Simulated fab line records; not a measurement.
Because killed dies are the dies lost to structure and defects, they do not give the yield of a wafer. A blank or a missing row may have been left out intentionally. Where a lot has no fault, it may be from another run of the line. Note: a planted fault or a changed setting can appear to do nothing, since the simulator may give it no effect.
Chamber matching || flow sky130 || 4 sister chambers for SKY_LI_CONTACT_CMP_24 on cmp-01
The step polishes, stops on PSG, t overpolish 20 s, target thk 0 nm. 27 wafers are shown with their chamber, then 12 later ones without.

WAFERS WITH THEIR CHAMBER
{"wafer": "L074.1", "chamber": 0, "motor-current-A (A)": 9.8, "time-to-endpoint-s (s)": 95, "overpolish-run-s (s)": 19.991}
{"wafer": "L074.2", "chamber": 3, "motor-current-A (A)": 12.1, "time-to-endpoint-s (s)": 101, "overpolish-run-s (s)": 20.002}
{"wafer": "L074.4", "chamber": 1, "motor-current-A (A)": 9.4, "time-to-endpoint-s (s)": 90, "overpolish-run-s (s)": 19.990}
{"wafer": "L075.2", "chamber": 0, "motor-current-A (A)": 9.4, "time-to-endpoint-s (s)": 97, "overpolish-run-s (s)": 20.012}
{"wafer": "L075.4", "chamber": 2, "motor-current-A (A)": 14.4, "time-to-endpoint-s (s)": 97, "overpolish-run-s (s)": 19.993}
{"wafer": "L075.5", "chamber": 1, "motor-current-A (A)": 9.4, "time-to-endpoint-s (s)": 94, "overpolish-run-s (s)": 20.018}
{"wafer": "L076.1", "chamber": 0, "motor-current-A (A)": 9.8, "time-to-endpoint-s (s)": 90, "overpolish-run-s (s)": 19.983}
{"wafer": "L076.5", "chamber": 2, "motor-current-A (A)": 14.0, "time-to-endpoint-s (s)": 91, "overpolish-run-s (s)": 19.999}
{"wafer": "L076.6", "chamber": 1, "motor-current-A (A)": 9.8, "time-to-endpoint-s (s)": 92, "overpolish-run-s (s)": 19.985}
{"wafer": "L077.4", "chamber": 0, "motor-current-A (A)": 9.5, "time-to-endpoint-s (s)": 96, "overpolish-run-s (s)": 19.999}
{"wafer": "L077.5", "chamber": 3, "motor-current-A (A)": 12.4, "time-to-endpoint-s (s)": 102, "overpolish-run-s (s)": 20.003}
{"wafer": "L077.6", "chamber": 0, "motor-current-A (A)": 10.2, "time-to-endpoint-s (s)": 93, "overpolish-run-s (s)": 19.997}
{"wafer": "L080.1", "chamber": 0, "motor-current-A (A)": 10.0, "time-to-endpoint-s (s)": 92, "overpolish-run-s (s)": 20.000}
{"wafer": "L080.4", "chamber": 1, "motor-current-A (A)": 9.9, "time-to-endpoint-s (s)": 94, "overpolish-run-s (s)": 20.002}
{"wafer": "L080.6", "chamber": 2, "motor-current-A (A)": 13.2, "time-to-endpoint-s (s)": 98, "overpolish-run-s (s)": 19.990}
{"wafer": "L082.2", "chamber": 2, "motor-current-A (A)": 13.5, "time-to-endpoint-s (s)": 94, "overpolish-run-s (s)": 19.994}
{"wafer": "L082.5", "chamber": 0, "motor-current-A (A)": 9.7, "time-to-endpoint-s (s)": 89, "overpolish-run-s (s)": 19.992}
{"wafer": "L082.6", "chamber": 1, "motor-current-A (A)": 9.7, "time-to-endpoint-s (s)": 90, "overpolish-run-s (s)": 19.993}
{"wafer": "L084.1", "chamber": 3, "motor-current-A (A)": 12.5, "time-to-endpoint-s (s)": 97, "overpolish-run-s (s)": 20.000}
{"wafer": "L084.3", "chamber": 0, "motor-current-A (A)": 10.2, "time-to-endpoint-s (s)": 89, "overpolish-run-s (s)": 20.009}
{"wafer": "L084.4", "chamber": 1, "motor-current-A (A)": 10.0, "time-to-endpoint-s (s)": 89, "overpolish-run-s (s)": 20.000}
{"wafer": "L087.2", "chamber": 1, "motor-current-A (A)": 10.0, "time-to-endpoint-s (s)": 86, "overpolish-run-s (s)": 19.993}
{"wafer": "L087.3", "chamber": 2, "motor-current-A (A)": 13.8, "time-to-endpoint-s (s)": 94, "overpolish-run-s (s)": 19.994}
{"wafer": "L087.5", "chamber": 1, "motor-current-A (A)": 9.6, "time-to-endpoint-s (s)": 87, "overpolish-run-s (s)": 19.993}
{"wafer": "L086.1", "chamber": 0, "motor-current-A (A)": 9.8, "time-to-endpoint-s (s)": 88, "overpolish-run-s (s)": 19.992}
{"wafer": "L086.2", "chamber": 3, "motor-current-A (A)": 11.9, "time-to-endpoint-s (s)": 95, "overpolish-run-s (s)": 20.009}
{"wafer": "L086.3", "chamber": 2, "motor-current-A (A)": 13.6, "time-to-endpoint-s (s)": 92, "overpolish-run-s (s)": 19.981}

SIGNATURES (means of the wafers above)
{"reading": "motor-current-A", "chamber 0": 9.822, "chamber 1": 9.725, "chamber 2": 13.750, "chamber 3": 12.225, "scatter within a chamber": 0.305}
{"reading": "time-to-endpoint-s", "chamber 0": 92.11, "chamber 1": 90.25, "chamber 2": 94.33, "chamber 3": 98.75, "scatter within a chamber": 3.1}
{"reading": "overpolish-run-s", "chamber 0": 19.99722, "chamber 1": 19.99675, "chamber 2": 19.99183, "chamber 3": 20.00350, "scatter within a chamber": 0.00836}
Rule: a wafer lies at a distance from a chamber equal to the root of the sum of squares, over the readings, of (its reading less the chamber's mean, divided by the reading's scatter). If the next closest chamber is less than 2 further off than the closest, the wafer can't be placed; otherwise it belongs to the closest. The scatter: the root of (the sum of the squares of (reading less its chamber's mean) over the shown wafers, divided by (wafers less chambers)).

WAFERS WITHOUT THEIR CHAMBER
{"wafer": "L090.1", "motor-current-A (A)": 9.7, "time-to-endpoint-s (s)": 90, "overpolish-run-s (s)": 19.994}
{"wafer": "L090.2", "motor-current-A (A)": 10.1, "time-to-endpoint-s (s)": 94, "overpolish-run-s (s)": 19.998}
{"wafer": "L090.3", "motor-current-A (A)": 12.7, "time-to-endpoint-s (s)": 97, "overpolish-run-s (s)": 19.997}
{"wafer": "L088.2", "motor-current-A (A)": 13.2, "time-to-endpoint-s (s)": 93, "overpolish-run-s (s)": 20.000}
{"wafer": "L088.3", "motor-current-A (A)": 10.1, "time-to-endpoint-s (s)": 91, "overpolish-run-s (s)": 20.011}
{"wafer": "L088.6", "motor-current-A (A)": 14.2, "time-to-endpoint-s (s)": 89, "overpolish-run-s (s)": 19.990}
{"wafer": "L089.1", "motor-current-A (A)": 9.8, "time-to-endpoint-s (s)": 94, "overpolish-run-s (s)": 20.005}
{"wafer": "L089.5", "motor-current-A (A)": 9.8, "time-to-endpoint-s (s)": 92, "overpolish-run-s (s)": 19.983}
{"wafer": "L089.6", "motor-current-A (A)": 13.3, "time-to-endpoint-s (s)": 96, "overpolish-run-s (s)": 20.005}
{"wafer": "L093.2", "motor-current-A (A)": 10.6, "time-to-endpoint-s (s)": 95, "overpolish-run-s (s)": 20.003}
{"wafer": "L093.4", "motor-current-A (A)": 10.0, "time-to-endpoint-s (s)": 92, "overpolish-run-s (s)": 19.997}
{"wafer": "L093.6", "motor-current-A (A)": 9.5, "time-to-endpoint-s (s)": 98, "overpolish-run-s (s)": 20.001}

THE CHAMBER EACH PASSED THROUGH
{"wafer": "L090.1", "from the rows above": "can't be placed: 1 or 0", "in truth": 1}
{"wafer": "L090.2", "from the rows above": "can't be placed: 0 or 1", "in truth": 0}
{"wafer": "L090.3", "from the rows above": "can't be placed: 3 or 2", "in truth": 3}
{"wafer": "L088.2", "from the rows above": "can't be placed: 2 or 3", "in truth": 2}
{"wafer": "L088.3", "from the rows above": "can't be placed: 0 or 1", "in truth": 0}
{"wafer": "L088.6", "from the rows above": 2, "in truth": 2}
{"wafer": "L089.1", "from the rows above": "can't be placed: 0 or 1", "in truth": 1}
{"wafer": "L089.5", "from the rows above": "can't be placed: 0 or 1", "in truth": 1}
{"wafer": "L089.6", "from the rows above": "can't be placed: 2 or 3", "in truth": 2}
{"wafer": "L093.2", "from the rows above": "can't be placed: 0 or 1", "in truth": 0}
{"wafer": "L093.4", "from the rows above": "can't be placed: 0 or 1", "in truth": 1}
{"wafer": "L093.6", "from the rows above": "can't be placed: 0 or 1", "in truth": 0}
Placed correctly: 1 of 12. From these rows, 11 cannot be placed; in 11 the true chamber is one of the candidates. 0 placed wrongly.
